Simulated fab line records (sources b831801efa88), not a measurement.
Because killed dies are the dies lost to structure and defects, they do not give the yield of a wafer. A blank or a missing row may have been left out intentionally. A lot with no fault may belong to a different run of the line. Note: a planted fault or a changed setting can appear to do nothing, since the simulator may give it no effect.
Which tool was responsible? | flow sfq-line | 14 lots, 42 wafers sampled, at 4 steps of a route of 325

## WHAT THE GAUGES READ, wafer by wafer
SFQ_I6_BOW_MEAS_941.
lot  | measured     | on            | I6_BOW (um)
L673 | day 61 19:42 | film-metro-02 | 2 -6 -1
L674 | day 61 20:43 | film-metro-04 | -1 -10 0
L675 | day 62 01:46 | film-metro-02 | 24 22 30
L676 | day 62 03:55 | film-metro-04 | 32 17 14
L685 | day 71 22:40 | film-metro-01 | 7 14 -2
L686 | day 73 08:34 | film-metro-01 | 10 8 19
L687 | day 73 23:50 | film-metro-01 | 5 10 11
L688 | day 74 07:11 | film-metro-02 | 7 8 25
L689 | day 74 14:15 | film-metro-04 | 1 6 -3
L690 | day 74 17:51 | film-metro-01 | -1 -10 -17
L691 | day 74 20:51 | film-metro-04 | 9 -6 2
L693 | day 75 19:20 | film-metro-02 | 20 12 13
L694 | day 76 05:27 | film-metro-02 | 9 6 1
L695 | day 76 07:09 | film-metro-01 | 8 1 4

SFQ_M8_RS_MEAS_949: measures by four-point-probe.
lot  | measured     | on            | M8_AU_RS (ohm/sq)
L673 | day 76 11:45 | film-metro-03 | 0.1556 0.1535 0.1538
L674 | day 76 16:33 | film-metro-03 | 0.1538 0.1553 0.1549
L675 | day 76 17:47 | film-metro-04 | 0.1545 0.1518 0.1547
L676 | day 76 20:13 | film-metro-03 | 0.1539 0.1573 0.1563
L685 | day 79 14:20 | film-metro-04 | 0.1520 0.1511 0.1514
L686 | day 79 15:35 | film-metro-02 | 0.1538 0.1525 0.1559
L687 | day 79 16:43 | film-metro-03 | 0.1540 0.1528 0.1541
L688 | day 79 19:07 | film-metro-02 | 0.1560 0.1551 0.1546
L689 | day 79 21:32 | film-metro-02 | 0.1538 0.1542 0.1546
L690 | day 79 22:44 | film-metro-04 | 0.1546 0.1554 0.1571
L691 | day 79 23:56 | film-metro-03 | 0.1527 0.1533 0.1541
L693 | day 80 05:56 | film-metro-04 | 0.1540 0.1545 0.1556
L694 | day 80 23:01 | film-metro-02 | 0.1569 0.1543 0.1564
L695 | day 83 18:01 | film-metro-04 | 0.1517 0.1523 0.1531

SFQ_M8_BOW_MEAS_951.
lot  | measured     | on            | M8_BOW (um)
L673 | day 76 12:06 | film-metro-02 | 3 -5 2
L674 | day 76 16:54 | film-metro-02 | 0 -10 2
L675 | day 76 18:08 | film-metro-02 | 34 33 39
L676 | day 76 20:35 | film-metro-04 | 30 15 13
L685 | day 79 14:42 | film-metro-03 | 6 12 -4
L686 | day 79 15:57 | film-metro-04 | 12 10 21
L687 | day 79 17:05 | film-metro-02 | 7 13 14
L688 | day 79 19:29 | film-metro-03 | 9 11 26
L689 | day 79 21:55 | film-metro-03 | 3 7 -2
L690 | day 79 23:07 | film-metro-02 | 9 -1 -7
L691 | day 80 00:18 | film-metro-04 | 12 -4 5
L693 | day 80 06:18 | film-metro-02 | 22 14 16
L694 | day 80 23:22 | film-metro-02 | 15 10 6
L695 | day 83 18:23 | film-metro-03 | 4 -1 1

## EACH LOT AND THE TOOL THAT RAN IT (in order: tool; ch and the chambers of the sampled wafers; start)
lot  | SFQ_TRILAYER_M8_LITHO_EXPOSE_194
L673 | krf-scanner-01 ch 0, day 76 09:29
L674 | krf-scanner-01 ch 0, day 76 14:17
L675 | krf-scanner-01, day 76 15:53
L676 | krf-scanner-01, day 76 18:29
L685 | krf-scanner-01 ch 0, day 79 12:15
L686 | krf-scanner-01 ch 0, day 79 13:51
L687 | krf-scanner-01 ch 0, day 79 14:27
L688 | krf-scanner-01 ch 0, day 79 16:51
L689 | krf-scanner-01 ch 0, day 79 19:27
L690 | krf-scanner-01 ch 0, day 79 20:39
L691 | krf-scanner-01 ch 0, day 79 21:51
L693 | krf-scanner-01 ch 0, day 80 03:51
L694 | krf-scanner-02 ch 0, day 80 20:44
L695 | krf-scanner-01 ch 0, day 83 15:44
- SFQ_TRILAYER_M8_LITHO_EXPOSE_194: exposes mask M8, target cd 2000 nm.

## AS READ BY THE TOOLS THEMSELVES (means over the sampled wafers that have a number; for cases with no such wafer, the mark the record gives instead)
SFQ_TRILAYER_M8_LITHO_EXPOSE_194.
lot  | tool           | exposure-dose-mJ-cm2 | focus-offset-nm (nm)
L673 | krf-scanner-01 | 14.398               | 0.8
L674 | krf-scanner-01 | 14.394               | 0.3
L675 | krf-scanner-01 | -                    | -
L676 | krf-scanner-01 | -                    | -
L685 | krf-scanner-01 | 14.400               | -0.2
L686 | krf-scanner-01 | 14.403               | 0.4
L687 | krf-scanner-01 | 14.405               | -0.4
L688 | krf-scanner-01 | 14.401               | 0.2
L689 | krf-scanner-01 | 14.404               | 0.7
L690 | krf-scanner-01 | 14.402               | 0.2
L691 | krf-scanner-01 | 14.414               | -0.2
L693 | krf-scanner-01 | 14.399               | -0.2
L694 | krf-scanner-02 | 14.384               | 0.2
L695 | krf-scanner-01 | 14.412               | 0.0

## THE ANSWER, worked out from the rows above alone
Rule: the usual values come from the lots themselves. The widest of any qualifying gaps counts: lots, ordered by their means at a reading, are off when they make up no more than a third of the lots, leave a main group of 4 or more, and stand apart from it by 3 or more times the standard deviation of that group's means. If all means in a main group match to the digits the tables above print for the reading, that group is not used. A lot without any number at a reading at which 4 lots or more have one is off too. Any other lot the step has rows for is counted as sound. First the gauges in route order, then the tools' own readings, where a lot's mean is used as printed above. At the first step where some lot is off, the reading lying furthest off is the one used; lots without a number count as furthest.
Off: L675, L676 (SFQ_TRILAYER_M8_LITHO_EXPOSE_194, exposure-dose-mJ-cm2). Without a number there: L675, L676. The main group has a mean of 14.401 with a standard deviation of 0.0075.
A tool fits if, at that step or a process step before it, it ran every lot that is off, and no sound lot after the first of them. Of those tried, none fits.

## WHAT THE SIMULATOR HAD INSERTED
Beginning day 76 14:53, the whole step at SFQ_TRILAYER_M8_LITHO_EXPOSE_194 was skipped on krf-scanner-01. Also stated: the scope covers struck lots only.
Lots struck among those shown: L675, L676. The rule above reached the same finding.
